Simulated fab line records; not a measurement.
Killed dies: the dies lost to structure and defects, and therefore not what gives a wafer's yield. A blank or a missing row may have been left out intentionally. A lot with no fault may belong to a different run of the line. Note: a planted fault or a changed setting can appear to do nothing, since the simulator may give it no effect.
The tool behind it: which one? | flow gf180mcu | Sampling: 14 lots, 42 wafers, 5 of 602 route steps

## WHAT EACH GAUGE READ, for each wafer
Not one reading of a measure or inspect step in the record can be checked against a usual standard deviation.

## WHAT TOOL EACH LOT RAN ON (gives the tool, then ch and the chambers of the sampled wafers, and finally the start)
lot  | GF_CONTACT_ETCH_17                            | GF_M1_SPUTTER_03             | GF_M1_METAL_ETCH_16               | GF_M1_STRIP_17                       | GF_V1_CMP_04
L783 | rie_diel-04 ch 0,2, day 17 02:23 or earlier   | pvd_sputter-04, day 17 02:23 | rie_metal-02 ch 0,1, day 18 01:53 | plasma_asher-02 ch 0,1, day 18 01:59 | cmp-02 ch 0,1,2, day 18 02:47
L785 | rie_diel-02 ch 0,2,3, day 17 14:55 or earlier | pvd_sputter-04, day 17 14:55 | rie_metal-03 ch 0,1, day 18 15:31 | plasma_asher-04 ch 0,1, day 18 15:37 | cmp-02 ch 0,2,3, day 18 16:25
L792 | rie_diel-01 ch 0,3, day 20 11:10 or earlier   | pvd_sputter-03, day 20 11:10 | rie_metal-03 ch 0,1, day 21 12:22 | plasma_asher-03 ch 0,1, day 21 12:28 | -
L793 | rie_diel-02 ch 1,3, day 20 18:47 or earlier   | pvd_sputter-03, day 20 18:47 | rie_metal-03 ch 0,1, day 21 19:31 | plasma_asher-04 ch 0, day 21 19:38   | -
L796 | rie_diel-04 ch 0,1,3, day 21 16:38 or earlier | pvd_sputter-01, day 21 16:38 | rie_metal-02 ch 0,1, day 22 15:46 | plasma_asher-02 ch 0,1, day 22 15:52 | cmp-02 ch 0,1,3, day 22 16:40
L797 | rie_diel-01 ch 0,1,2, day 21 23:05 or earlier | pvd_sputter-01, day 21 23:05 | rie_metal-03 ch 0,1, day 22 23:05 | plasma_asher-02 ch 0,1, day 22 23:11 | cmp-02 ch 1,2,3, day 22 23:59
L799 | rie_diel-01 ch 0,1,2, day 22 15:27 or earlier | pvd_sputter-03, day 22 15:27 | rie_metal-03 ch 0,1, day 23 15:04 | plasma_asher-03 ch 0,1, day 23 15:10 | cmp-01 ch 2,3, day 23 15:58
L800 | rie_diel-01 ch 1,2,3, day 23 02:11 or earlier | pvd_sputter-03, day 23 02:11 | rie_metal-01 ch 0,1, day 24 01:07 | plasma_asher-03 ch 0,1, day 24 01:14 | cmp-02 ch 1,2, day 24 02:04
L801 | rie_diel-04 ch 1,2,3, day 23 06:49 or earlier | pvd_sputter-03, day 23 06:49 | rie_metal-02 ch 0,1, day 24 06:31 | plasma_asher-02 ch 0,1, day 24 06:37 | cmp-01 ch 1,3, day 24 07:26
L802 | rie_diel-02 ch 1,2,3, day 23 12:35 or earlier | pvd_sputter-03, day 23 12:35 | rie_metal-03 ch 0,1, day 24 10:55 | plasma_asher-04 ch 0,1, day 24 11:02 | cmp-02 ch 0,1,2, day 24 11:50
L803 | rie_diel-04 ch 0,1,3, day 23 21:14 or earlier | pvd_sputter-01, day 23 21:14 | rie_metal-01 ch 0,1, day 24 18:44 | plasma_asher-02 ch 0,1, day 24 18:52 | cmp-02 ch 0,1,2, day 24 19:39
L804 | rie_diel-04 ch 0,1,2, day 24 04:50 or earlier | pvd_sputter-01, day 24 04:50 | rie_metal-01 ch 0, day 25 00:38   | plasma_asher-02 ch 0,1, day 25 00:44 | cmp-02 ch 0,1,2, day 25 01:37
L805 | rie_diel-02 ch 1,2,3, day 24 12:34 or earlier | pvd_sputter-03, day 24 12:34 | rie_metal-01 ch 0,1, day 25 08:01 | plasma_asher-04 ch 0,1, day 25 08:08 | cmp-02 ch 1,2,3, day 25 09:00
L806 | rie_diel-01 ch 0,2,3, day 24 21:29 or earlier | pvd_sputter-03, day 24 21:29 | rie_metal-03 ch 0,1, day 25 18:19 | plasma_asher-02 ch 0,1, day 25 18:25 | cmp-01 ch 0,3, day 25 19:16
- GF_CONTACT_ETCH_17: etches SiO2 in C4F8/O2/Ar, stops on CoSi2, target depth 860 nm.
- GF_M1_SPUTTER_03: material Ti, target thk 10 nm, time 6.7 s.
- GF_M1_METAL_ETCH_16: etches the open film in Cl2/BCl3, stops on SiO2, target depth 627.5 nm, time 104.6 s.
- GF_M1_STRIP_17: strips in O2/N2.
- GF_V1_CMP_04: polishes SiO2.

## AS READ BY THE TOOLS THEMSELVES (means over the sampled wafers that have a number; for cases with no such wafer, the mark the record gives instead)
GF_CONTACT_ETCH_17. Usual: bias_w 1200 W, standard deviation 3.8; chamber_pressure_mTorr 40.00 mTorr, standard deviation 0.04; oes_product_au 0.815 a.u., standard deviation 0.0047.
lot  | tool        | bias_w (W) | chamber_pressure_mTorr (mTorr) | oes_product_au (a.u.) | flag
L783 | rie_diel-04 | 1200       | 39.99                          | 0.816                 |
L785 | rie_diel-02 | 1199       | 39.99                          | 0.816                 |
L792 | rie_diel-01 | 1202       | 40.00                          | 0.809                 |
L793 | rie_diel-02 | 1197       | 40.00                          | 0.816                 |
L796 | rie_diel-04 | 1200       | 39.95                          | 0.814                 |
L797 | rie_diel-01 | 1199       | 40.06                          | 0.816                 |
L799 | rie_diel-01 | 1201       | 39.98                          | 0.823                 |
L800 | rie_diel-01 | 1202       | 40.00                          | 0.817                 |
L801 | rie_diel-04 | 1203       | 40.05                          | 0.818                 |
L802 | rie_diel-02 | 1202       | 40.01                          | 0.820                 |
L803 | rie_diel-04 | 1201       | 40.00                          | 0.810                 |
L804 | rie_diel-04 | 1199       | 40.02                          | 0.814                 |
L805 | rie_diel-02 | 1197       | 39.97                          | 0.814                 |
L806 | rie_diel-01 | 1203       | 40.02                          | 0.818                 |

GF_M1_SPUTTER_03. Usual: throttle_valve_pct 29.6 %, standard deviation 1.2.
lot  | tool           | throttle_valve_pct (%) | flag
L783 | pvd_sputter-04 | 29.3                   |
L785 | pvd_sputter-04 | 29.7                   |
L792 | pvd_sputter-03 | 30.1                   |
L793 | pvd_sputter-03 | 28.6                   |
L796 | pvd_sputter-01 | 30.4                   |
L797 | pvd_sputter-01 | 30.1                   |
L799 | pvd_sputter-03 | 29.4                   |
L800 | pvd_sputter-03 | 29.6                   |
L801 | pvd_sputter-03 | 28.7                   |
L802 | pvd_sputter-03 | 29.6                   |
L803 | pvd_sputter-01 | 30.0                   |
L804 | pvd_sputter-01 | 30.2                   |
L805 | pvd_sputter-03 | 28.3                   |
L806 | pvd_sputter-03 | 28.6                   |

GF_M1_METAL_ETCH_16. Usual: bcl3_flow_sccm 40.00 sccm, standard deviation 0.12; bias_w 140.0 W, standard deviation 0.38; drypump_motor_current_A 5.7 A, standard deviation 0.45; oes_product_au 0.973 a.u., standard deviation 0.0062; throttle_valve_pct 28.248 %, standard deviation 0.0099.
lot  | tool         | bcl3_flow_sccm (sccm) | bias_w (W) | drypump_motor_current_A (A) | oes_product_au (a.u.) | throttle_valve_pct (%) | flag
L783 | rie_metal-02 | 40.04                 | 140.1      | 6.2                         | 0.972                 | 28.238                 |
L785 | rie_metal-03 | 39.97                 | 139.7      | 5.8                         | 0.974                 | 28.254                 |
L792 | rie_metal-03 | -                     | -          | -                           | -                     | -                      | OFF
L793 | rie_metal-03 | -                     | -          | -                           | -                     | -                      | OFF
L796 | rie_metal-02 | 39.96                 | 139.8      | 6.0                         | 0.970                 | 28.246                 |
L797 | rie_metal-03 | 40.11                 | 140.2      | 5.8                         | 0.966                 | 28.258                 |
L799 | rie_metal-03 | 39.95                 | 140.2      | 5.8                         | 0.972                 | 28.241                 |
L800 | rie_metal-01 | 40.07                 | 139.7      | 5.6                         | 0.972                 | 28.250                 |
L801 | rie_metal-02 | 40.00                 | 140.1      | 6.2                         | 0.972                 | 28.255                 |
L802 | rie_metal-03 | 40.02                 | 140.2      | 5.8                         | 0.980                 | 28.239                 |
L803 | rie_metal-01 | 39.88                 | 140.3      | 5.8                         | 0.972                 | 28.240                 |
L804 | rie_metal-01 | 40.08                 | 139.7      | 5.9                         | 0.972                 | 28.245                 |
L805 | rie_metal-01 | 39.88                 | 140.5      | 5.8                         | 0.973                 | 28.246                 |
L806 | rie_metal-03 | 39.97                 | 140.4      | 5.8                         | 0.972                 | 28.248                 |

GF_M1_STRIP_17. Usual: drypump_motor_current_A 5.8 A, standard deviation 0.55; heater_power_w 329 W, standard deviation 14; oes_product_au 0.557 a.u., standard deviation 0.0046; strip_time_to_endpoint_s 7.85 s, standard deviation 0.042.
lot  | tool            | drypump_motor_current_A (A) | heater_power_w (W) | oes_product_au (a.u.) | strip_time_to_endpoint_s (s) | flag
L783 | plasma_asher-02 | 5.3                         | 335                | 0.556                 | 7.89                         |
L785 | plasma_asher-04 | 6.5                         | 325                | 0.557                 | 7.83                         |
L792 | plasma_asher-03 | 5.9                         | 327                | 0.655                 | 10.21                        | OFF
L793 | plasma_asher-04 | 6.0                         | 353                | 0.660                 | 10.19                        | OFF
L796 | plasma_asher-02 | 5.4                         | 327                | 0.554                 | 7.83                         |
L797 | plasma_asher-02 | 5.5                         | 331                | 0.559                 | 7.86                         |
L799 | plasma_asher-03 | 5.9                         | 320                | 0.553                 | 7.79                         |
L800 | plasma_asher-03 | 5.5                         | 323                | 0.558                 | 7.92                         |
L801 | plasma_asher-02 | 5.4                         | 327                | 0.558                 | 7.89                         |
L802 | plasma_asher-04 | 6.3                         | 339                | 0.559                 | 7.86                         |
L803 | plasma_asher-02 | 5.5                         | 330                | 0.558                 | 7.86                         |
L804 | plasma_asher-02 | 5.5                         | 331                | 0.558                 | 7.87                         |
L805 | plasma_asher-04 | 6.5                         | 329                | 0.554                 | 7.80                         |
L806 | plasma_asher-02 | 5.4                         | 331                | 0.560                 | 7.91                         |

GF_V1_CMP_04. Usual: head_pressure_psi 4.000 psi, standard deviation 0.0083; motor_current_A 12.6 A, standard deviation 0.7; slurry_flow_ml_min 150.0, standard deviation 0.49; time_to_endpoint_s 83 s, standard deviation 7.3.
lot  | tool   | head_pressure_psi (psi) | motor_current_A (A) | slurry_flow_ml_min | time_to_endpoint_s (s) | flag
L783 | cmp-02 | 4.002                   | 12.8                | 150.4              | 85                     |
L785 | cmp-02 | 3.999                   | 13.3                | 149.8              | 84                     |
L796 | cmp-02 | 3.996                   | 12.6                | 150.0              | 86                     |
L797 | cmp-02 | 3.998                   | 12.8                | 150.2              | 88                     |
L799 | cmp-01 | 4.000                   | 12.4                | 149.9              | 75                     |
L800 | cmp-02 | 4.006                   | 12.1                | 150.0              | 86                     |
L801 | cmp-01 | 4.009                   | 12.2                | 149.5              | 75                     |
L802 | cmp-02 | 3.997                   | 12.7                | 149.5              | 86                     |
L803 | cmp-02 | 3.999                   | 12.8                | 149.8              | 87                     |
L804 | cmp-02 | 4.003                   | 12.7                | 149.9              | 85                     |
L805 | cmp-02 | 4.008                   | 12.7                | 149.5              | 84                     |
L806 | cmp-01 | 4.000                   | 12.3                | 150.3              | 73                     |

## THE ANSWER, worked out from the rows above alone
Rule: a lot counts as off when the mean over its wafers that have a number is more than 3 standard deviations away from the usual mean. A lot without any number at a reading at which 4 lots or more have one is off too. The other lots that the step has rows for count as sound. Order of review: gauges by route order, followed by the tools' own readings, for which a lot's mean as printed above is used. The first step at which some lot is off is used, and at that step the reading that is off furthest; a lot without a number counts as furthest.
Off: L792, L793 (GF_M1_METAL_ETCH_16, bcl3_flow_sccm). Without a number there: L792, L793.
If a tool, at that step or one of the process steps before it, ran each lot that is off and ran no sound lot following the first of them, it fits. GF_CONTACT_ETCH_17 gives no start for some lots, so the hours and the order of its lots are those of GF_M1_SPUTTER_03. No candidate that was tried fits.

## WHAT WAS PUT IN BY THE SIMULATOR
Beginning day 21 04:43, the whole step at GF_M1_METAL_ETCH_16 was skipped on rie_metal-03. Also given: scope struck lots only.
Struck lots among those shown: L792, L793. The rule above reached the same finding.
